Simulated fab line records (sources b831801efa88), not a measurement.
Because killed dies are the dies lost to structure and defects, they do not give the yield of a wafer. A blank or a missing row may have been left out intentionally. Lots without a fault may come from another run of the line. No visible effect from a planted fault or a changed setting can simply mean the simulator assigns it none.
The tool behind it: which one? ; flow gf180mcu ; Sampling: 13 lots, 39 wafers, 4 of 602 route steps

## WHAT EACH GAUGE READ, for each wafer
GF_CONTACT_THK_MEAS_03.
lot;measured;on;CONTACT_CVD_02_THK (nm)
L452;day 15 07:01;filmMetro-02;842 862 869
L453;day 15 19:11;filmMetro-01;884 867 883
L454;day 16 04:55;filmMetro-01;847 868 847
L455;day 16 17:49;filmMetro-03;864 878 884
L456;day 17 01:41;filmMetro-01;841 850 863
L457;day 17 16:16;filmMetro-03;860 849 879
L462;day 19 11:10;filmMetro-01;859 872 874
L465;day 20 07:20;filmMetro-01;875 865 884
L467;day 21 05:08;filmMetro-02;849 885 858
L469;day 21 14:37;filmMetro-02;851 863 843
L470;day 21 21:44;filmMetro-01;846 860 876
L471;day 22 15:55;filmMetro-01;841 850 861
L474;day 23 08:41;filmMetro-03;849 852 863

GF_M3_RS_MEAS_05: a four-point-probe measurement.
lot;measured;on;M3_ALCU_RS (ohm/sq)
L452;day 20 13:42;filmMetro-04;0.0697 0.0701 0.0698
L453;day 21 03:47;filmMetro-01;0.0706 0.0704 0.0708
L454;day 21 11:30;filmMetro-04;0.0684 0.0695 0.0686
L455;day 22 03:35;filmMetro-01;0.0698 0.0696 0.0693
L456;day 22 10:09;filmMetro-01;0.0699 0.0691 0.0703
L457;day 23 00:24;filmMetro-01;0.0690 0.0699 0.0695
L462;day 24 16:51;filmMetro-01;0.0704 0.0696 0.0704
L465;day 25 11:24;filmMetro-04;0.0706 0.0696 0.0688
L467;day 26 08:13;filmMetro-04;0.0698 0.0706 0.0702
L469;day 26 17:53;filmMetro-01;0.0697 0.0703 0.0701
L470;day 26 19:44;filmMetro-03;0.0699 0.0706 0.0695
L471;day 27 11:53;filmMetro-04;0.0699 0.0696 0.0704
L474;day 28 05:15;filmMetro-01;0.0698 0.0721 0.0693

## TOOL THAT RAN EACH LOT (tool first, then ch and the chambers of the sampled wafers, then the start)
lot;GF_M2_SPUTTER_00;GF_M2_STRIP_17
L452;pvdSputter-01, day 18 09:05;plasmaAsher-03 ch 0,1, day 19 10:45
L453;pvdSputter-01, day 19 00:04;plasmaAsher-03 ch 0,1, day 20 00:48
L454;pvdSputter-04, day 19 07:23;plasmaAsher-03 ch 0,1, day 20 07:57
L455;pvdSputter-03, day 19 23:49;plasmaAsher-03 ch 0,1, day 21 00:35
L456;pvdSputter-03, day 20 06:35;plasmaAsher-01 ch 0,1, day 21 07:38
L457;pvdSputter-03, day 20 22:01;plasmaAsher-04 ch 0,1, day 21 22:00
L462;pvdSputter-01, day 22 15:50;plasmaAsher-03 ch 0,1, day 23 15:03
L465;pvdSputter-04, day 23 11:16;plasmaAsher-03 ch 0,1, day 24 10:29
L467;pvdSputter-01, day 24 09:26;plasmaAsher-04 ch 0,1, day 25 07:53
L469;pvdSputter-01, day 24 19:19;plasmaAsher-01 ch 0,1, day 25 17:04
L470;pvdSputter-04, day 24 22:41;plasmaAsher-03 ch 0,1, day 25 20:18
L471;pvdSputter-04, day 25 14:47;plasmaAsher-01 ch 1, day 26 12:35
L474;pvdSputter-01, day 26 08:22;plasmaAsher-03 ch 0,1, day 27 06:05
- GF_M2_SPUTTER_00: material Ti, target thk 37.5 nm, time 150 s.
- GF_M2_STRIP_17: strips in O2/N2.

## WHAT THE TOOLS THEMSELVES READ (means of the sampled wafers that have a number; where no wafer has one, the mark that the record gives instead)
GF_M2_SPUTTER_00.
lot;tool;throttleValvePct (%)
L452;pvdSputter-01;30.0
L453;pvdSputter-01;29.2
L454;pvdSputter-04;30.5
L455;pvdSputter-03;29.9
L456;pvdSputter-03;31.6
L457;pvdSputter-03;31.0
L462;pvdSputter-01;30.6
L465;pvdSputter-04;29.2
L467;pvdSputter-01;30.0
L469;pvdSputter-01;29.3
L470;pvdSputter-04;30.1
L471;pvdSputter-04;29.0
L474;pvdSputter-01;30.2

GF_M2_STRIP_17.
lot;tool;chamberPressureMTorr (mTorr);drypumpMotorCurrentA (A);heaterPowerW (W);oesProductAu (a.u.);stripTimeToEndpointS (s)
L452;plasmaAsher-03;1501.3;6.3;315;0.528;7.28
L453;plasmaAsher-03;1498.9;6.0;342;0.533;7.40
L454;plasmaAsher-03;-;-;-;-;-
L455;plasmaAsher-03;-;-;-;-;-
L456;plasmaAsher-01;1499.5;5.7;339;0.533;7.33
L457;plasmaAsher-04;1501.6;6.1;334;0.533;7.23
L462;plasmaAsher-03;1499.7;6.3;315;0.535;7.27
L465;plasmaAsher-03;1498.7;6.0;343;0.533;7.29
L467;plasmaAsher-04;1500.8;5.9;344;0.535;7.33
L469;plasmaAsher-01;1499.4;6.1;351;0.535;7.29
L470;plasmaAsher-03;1500.9;6.0;345;0.534;7.29
L471;plasmaAsher-01;1499.1;6.5;369;0.529;7.28
L474;plasmaAsher-03;1499.3;6.0;340;0.538;7.29

## THE ANSWER, worked out from the rows above alone
Rule: usual is defined by the lots themselves. The widest of any qualifying gaps counts: lots, ordered by their means at a reading, are off when they make up no more than a third of the lots, leave a main group of 4 or more, and stand apart from it by 3 or more times the standard deviation of that group's means. If all means in a main group match to the digits the tables above print for the reading, that group is not used. A lot without any number at a reading at which 4 lots or more have one is off too. Where the step has rows for the other lots, those lots are counted as sound. Order of review: gauges by route order, followed by the tools' own readings, for which a lot's mean as printed above is used. At the first step where some lot is off, the reading lying furthest off is the one used; lots without a number count as furthest.
Off: L454, L455 (GF_M2_STRIP_17, chamberPressureMTorr). Without a number there: L454, L455. Main group: mean 1499.9 mTorr, sd 0.98.
A tool fits if, at that step or a process step before it, it ran every lot that is off, and no sound lot after the first of them. Of those tried, none fits.

## WHAT THE SIMULATOR HAD PUT IN
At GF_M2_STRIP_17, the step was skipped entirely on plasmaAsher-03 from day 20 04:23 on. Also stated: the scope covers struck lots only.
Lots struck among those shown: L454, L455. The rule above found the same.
